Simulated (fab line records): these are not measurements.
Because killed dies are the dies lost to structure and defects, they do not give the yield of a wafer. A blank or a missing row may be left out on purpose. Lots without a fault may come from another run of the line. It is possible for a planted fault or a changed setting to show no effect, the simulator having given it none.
Problem report in the 8D (eight disciplines) form, filled by code -- flow sky130 -- the parts of the form that need people (team, actions taken, sign-off) are left out

== 1. THE ISSUE ==
Across 4 wafers from 3 lots, METAL5_ALCU_RS at SKY_METAL5_RS_MEAS_05 averages 0.01606 ohm/sq, while fault-free wafers read 0.02724 ohm/sq with a standard deviation of 0.00026. Measured from the usual mean, that is -43 standard deviations.
The step: measures by four-point-probe.
First observed at day 47 21:48: wafer L633.5, on filmMetro-04. The record has a number at this step for 27 wafers belonging to 10 lots. The rule behind "out" and "out of limits": a value lying over 4 standard deviations away from the usual mean. All remaining wafers that have a number are taken as sound.

== 2. WHAT IT IS, AND WHAT IT ISN'T ==
question,is,is not
which readings at this step,METAL5_ALCU_RS,-
which lots,"L633, L634, L636","L617, L618, L619, L623, L624, L632, L638"
which wafers of those lots,"L633.5, L634.2, L634.5, L636.5","L633.6, L636.6"
read on which gauges,"filmMetro-01, filmMetro-03, filmMetro-04",-
when,from day 47 21:48,"up to then (19 sound wafers); but 4 sound wafers of L636, L638 came after"

== 3. SUSPECTS, AND WHAT RULES EACH OUT ==
Counting: a tool at a process step up to the reading stays a suspect if it ran every lot that is out. Sound lots after the first of them don't rule it out here, since some wafers of a struck lot are sound.
- the gauge at SKY_METAL5_RS_MEAS_05 is ruled out. Those wafers that are out were read across 3 gauges (filmMetro-01, filmMetro-03, filmMetro-04).
- pvdSputter-01 at SKY_METAL5_SPUTTER_00 (material Ti, target thk 15 nm, time 10 s): kept. It processed each lot that is out (first: L633, day 47 21:34); up to then, its last sound lot is L632 (day 47 11:02).
- pvdSputter-01 at SKY_METAL5_SPUTTER_02 (material AlCu, target thk 1150 nm, time 61.2 s): kept. It processed each lot that is out (first: L633, day 47 21:37); up to then, its last sound lot is L632 (day 47 11:05).
After counting, pvdSputter-01 at SKY_METAL5_SPUTTER_00 and pvdSputter-01 at SKY_METAL5_SPUTTER_02 remain.

== 4. THE CAUSE (what the simulator had put in) ==
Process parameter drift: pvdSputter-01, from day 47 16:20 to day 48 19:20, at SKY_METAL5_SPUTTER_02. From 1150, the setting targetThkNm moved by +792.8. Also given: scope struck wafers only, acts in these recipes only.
After counting, 2 suspects remain, this tool included.

== 5. THE EFFECT CHAIN, in route order ==
One row per reading whose mean, taken over the struck wafers that have a number, lies over 3 standard deviations from the usual. Scope: only readings with a usual standard deviation given in the record; hours: median across lots of the time from each lot's start at the first step in this table that gives one to its start at this step; sigmas: change in usual standard deviations.
hours,step,reading,usual,on struck wafers,change,sigmas
0,SKY_METAL5_RS_MEAS_05,METAL5_ALCU_RS,0.02724 ohm/sq,0.01606,-0.01118,-43
0,SKY_METAL5_THK_MEAS_06,METAL5_ALCU_THK,1143 nm,1933,+790,+66
18,SKY_METAL5_METAL_ETCH_15,oesProductAu,0.894 a.u.,0.999,+0.105,+20
56,SKY_PAD_OPEN_PROBE_99,defectLimitedYield,82.8 %,0.0,-82.8,-39
56,SKY_PAD_OPEN_PROBE_99,killed_at_M4_up,3.1,404.2,+401.1,+99 or more
56,SKY_PAD_OPEN_PROBE_99,killedDies,85,492,+407,+41
56,SKY_PAD_OPEN_PROBE_99,killedOnRim,17,96,+79,+21
56,SKY_PAD_OPEN_PROBE_99,sort_bin_5_function,10.3 %,92.6,+82.3,+48
56,SKY_PAD_OPEN_PROBE_99,sortNPass,407,0,-407,-41
56,SKY_PAD_OPEN_PROBE_99,sortYieldPct,82.8 %,0.0,-82.8,-39
Its process steps:
- SKY_METAL5_METAL_ETCH_15: etches the open film in Cl2/BCl3, stops on SiO2, target depth 1260 nm, time 252 s.
- SKY_PAD_OPEN_PROBE_99

== 6. WHAT WOULD HAVE CAUGHT IT SOONER ==
Counted from the fault's start at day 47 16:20, it took 5 hours until the first out-of-limits reading at a measuring or inspecting step in this record, taken at day 47 21:48.
Of the tool readings at SKY_METAL5_SPUTTER_02 for which the record gives a usual standard deviation, none was out on any struck wafer, so an alarm limit of 4 standard deviations on them would not have fired.
L634, L636, from the lots that are out (3), started SKY_METAL5_SPUTTER_02 on pvdSputter-01 later than day 47 21:48. A hold on the tool at that time would have spared those 2.
